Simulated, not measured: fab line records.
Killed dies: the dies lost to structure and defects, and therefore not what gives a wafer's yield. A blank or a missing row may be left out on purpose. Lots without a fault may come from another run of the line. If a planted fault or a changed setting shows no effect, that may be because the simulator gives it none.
A lot that was struck, set against a sound lot | flow sky130 | 28 out of 708 route steps
Sound: these wafers, L789.1, L789.2, L789.4. Struck: wafer L798.3 (left out: L798.2, L798.5 of the same lot, which were not struck); the cause appears at the end.
Order at every step that has rows: each side's tool, ch and its chambers, its first start. Under that, the readings that differ: sound wafers | struck wafers | difference of the means | sigmas: that difference in standard deviations of wafers without a fault.
alike: readings with means less than 2 such deviations apart, plus words and numbers identical on both sides. not compared: withheld readings, readings lacking a value on some wafer, bounds such as >300 that could conceal the same value, and numbers that have no deviation in the record and whose values overlap.
A row with sigmas, a row that says differs or no value, or rows on one side alone: a step with any of these is where the two part. Numbers that have no deviation but don't overlap get no sigmas and don't part them. Lack of a reading on every wafer of one side parts them only where that side has two or more wafers.

SKY_VIA2_SPUTTER_20: material TiN, target thk 20 nm, time 80 s.
  sound on pvd-sputter-03, day 39 02:08; struck on pvd-sputter-03, day 41 14:49
  alike: chamber-pressure-pa, throttle-valve-pct
then, 1 step without rows for these wafers: SKY_VIA2_CVD_21 (deposits W, target thk 420 nm, time 126.4 s).
SKY_VIA2_RS_MEAS_22: measurement is done with a four-point probe.
  sound on film-metro-03, day 39 02:19; struck on film-metro-02, day 41 15:01
  alike: VIA2_W_RS
SKY_VIA2_THK_MEAS_23: measures by xrf.
  sound on film-metro-03, day 39 02:26; struck on film-metro-02, day 41 15:08
  alike: VIA2_W_THK
then, 1 step without rows for these wafers: SKY_VIA2_CMP_24 (polishes, stops on SiO2, t overpolish 20 s, target thk 0 nm).
SKY_METAL3_SPUTTER_00: material Ti, target thk 15 nm, time 10 s.
  sound on pvd-sputter-04, day 39 02:48; struck on pvd-sputter-03, day 41 15:29
  alike: chamber-pressure-pa, throttle-valve-pct
then, 2 steps without rows for these wafers: SKY_METAL3_SPUTTER_01 (material TiN, target thk 20 nm, time 16.7 s); SKY_METAL3_SPUTTER_02 (material AlCu, target thk 735 nm, time 39.1 s).
SKY_METAL3_SPUTTER_03: material Ti, target thk 5 nm, time 3.3 s.
  sound on pvd-sputter-04, day 39 02:53; struck on pvd-sputter-03, day 41 15:34
  alike: chamber-pressure-pa, throttle-valve-pct
then, 1 step without rows for these wafers: SKY_METAL3_SPUTTER_04 (material TiN, target thk 70 nm, time 58.3 s).
SKY_CAPM_CVD_00: deposits SiO2, target thk 15.5 nm.
  sound on pecvd-03 ch 1,2, day 39 02:57; struck on pecvd-03 ch 1, day 41 15:38
  alike: heater-power-w
SKY_CAPM_THK_MEAS_01:
  sound on film-metro-02, day 39 02:59; struck on film-metro-01, day 41 15:40
  reading              | sound             | struck | difference | sigmas
  CAPM_CVD_00_THK (nm) | 15.17 15.42 15.78 | 14.99  | -0.47      | -2
SKY_CAPM_SPUTTER_02: material TiN, target thk 200 nm, time 166.7 s.
  sound on pvd-sputter-02, day 39 03:02; struck on pvd-sputter-02, day 41 15:43
  reading                                  | sound           | struck | difference | sigmas
  model.TiN_of_CAPM_SPUTTER_02.thk-nm (nm) | 196.1 199.9 198 | 243    | +45        |
  alike: chamber-pressure-pa, throttle-valve-pct
SKY_CAPM_RS_MEAS_03: measurement is done with a four-point probe.
  sound on film-metro-01, day 39 03:08; struck on film-metro-02, day 41 15:50
  reading              | sound          | struck | difference | sigmas
  CAPM_TIN_RS (ohm/sq) | 7.05 6.93 6.99 | 5.66   | -1.33      | -17
SKY_CAPM_THK_MEAS_04: measures by xrf.
  sound on film-metro-01, day 39 03:16; struck on film-metro-02, day 41 15:57
  reading           | sound             | struck | difference | sigmas
  CAPM_TIN_THK (nm) | 196.5 200.0 198.1 | 245.4  | +47.2      | +21
then, 7 steps without rows for these wafers: SKY_CAPM_DEHYDRATE_05 (time 60 s); SKY_CAPM_HMDS_06 (prime time 60 s); SKY_CAPM_COAT_07 (resist thk 1140 nm); SKY_CAPM_SOFTBAKE_08 (time 60 s); SKY_CAPM_EXPOSE_09 (exposes mask CAPM, target cd 1000 nm); SKY_CAPM_PEB_10; SKY_CAPM_DEVELOP_11 (develop time 60 s).
SKY_CAPM_OVL_MEAS_12:
  sound on overlay-01, day 40 04:03; struck on overlay-02, day 42 15:30
  alike: CAPM_OVL
SKY_CAPM_METAL_ETCH_13: etches TiN in Cl2/BCl3, stops on SiO2, target depth 220 nm, time 62.9 s.
  sound on rie-metal-02 ch 0,1, day 40 04:05; struck on rie-metal-03 ch 1, day 42 15:32
  reading                      | sound                | struck | difference | sigmas
  drypump-motor-current-A (A)  | 6.2 6.1 6.2          | 5.1    | -1.1       | -2
  he-backside-leak-sccm (sccm) | 3.08 2.94 3.36       | 3.70   | +0.57      | +2
  oes-product-au (a.u.)        | 0.934 0.938 0.948    | 0.994  | +0.054     | +6
  throttle-valve-pct (%)       | 21.919 21.901 21.934 | 21.854 | -0.064     | -6
  not compared: rf-hours-counter-h
SKY_CAPM_STRIP_14: strips in O2/N2.
  sound on plasma-asher-02 ch 0,1, day 40 04:10; struck on plasma-asher-02 ch 0, day 42 15:37
  alike: drypump-motor-current-A, oes-product-au, strip-time-to-endpoint-s
  not compared: rf-hours-counter-h
SKY_CAPM_STRIP_15: strips in post etch residue remover, time 1200 s.
  sound on wet-bench-03 ch 1, day 40 04:16; struck on wet-bench-04 ch 2, day 42 15:43
  reading                                  | sound             | struck | difference | sigmas
  model.TiN_of_CAPM_SPUTTER_02.thk-nm (nm) | 195.7 199.5 197.6 | 242.5  | +44.9      |
then, 1 step without rows for these wafers: SKY_CAPM_CLEAN_16 (cleans in IPA, time 180 s).
-- the record jumps here: 7 days lie between the struck wafers' starts before and after (it left off in module CAPM and takes up again in module PAD_OPEN, whose first step shown is number 708 of the route) --
SKY_PAD_OPEN_PROBE_99:
  sound on prober-01, day 48 02:56; struck on prober-02, day 50 01:38
  reading                  | sound          | struck | difference | sigmas
  defect-limited-yield (%) | 85.4 83.5 82.7 | 0      | -84        | -38
  killed-at-other          | 1 1 0          | 415    | +414       | +99 or more
  killed-dies              | 72 81 85       | 492    | +413       | +38
  killed-on-rim            | 15 14 16       | 96     | +81        | +22
  sort_bin_3_pad_short (%) | 1.0 1.0 1.2    | 84.6   | +83.5      | +99 or more
  sort-n-pass              | 420 411 407    | 0      | -413       | -38
  sort-yield-pct (%)       | 85.4 83.5 82.7 | 0      | -84        | -38
  alike: killed_at_M0_to_M3, killed_at_M4_up, killed-at-contacts, killed-at-front-end, killed-open, killed-short, sort_bin_5_function, sort_bin_6_memory

WHERE THEY PART
Earliest at SKY_CAPM_THK_MEAS_01; latest, in this record, at SKY_PAD_OPEN_PROBE_99.

WHY: what the simulator had put in
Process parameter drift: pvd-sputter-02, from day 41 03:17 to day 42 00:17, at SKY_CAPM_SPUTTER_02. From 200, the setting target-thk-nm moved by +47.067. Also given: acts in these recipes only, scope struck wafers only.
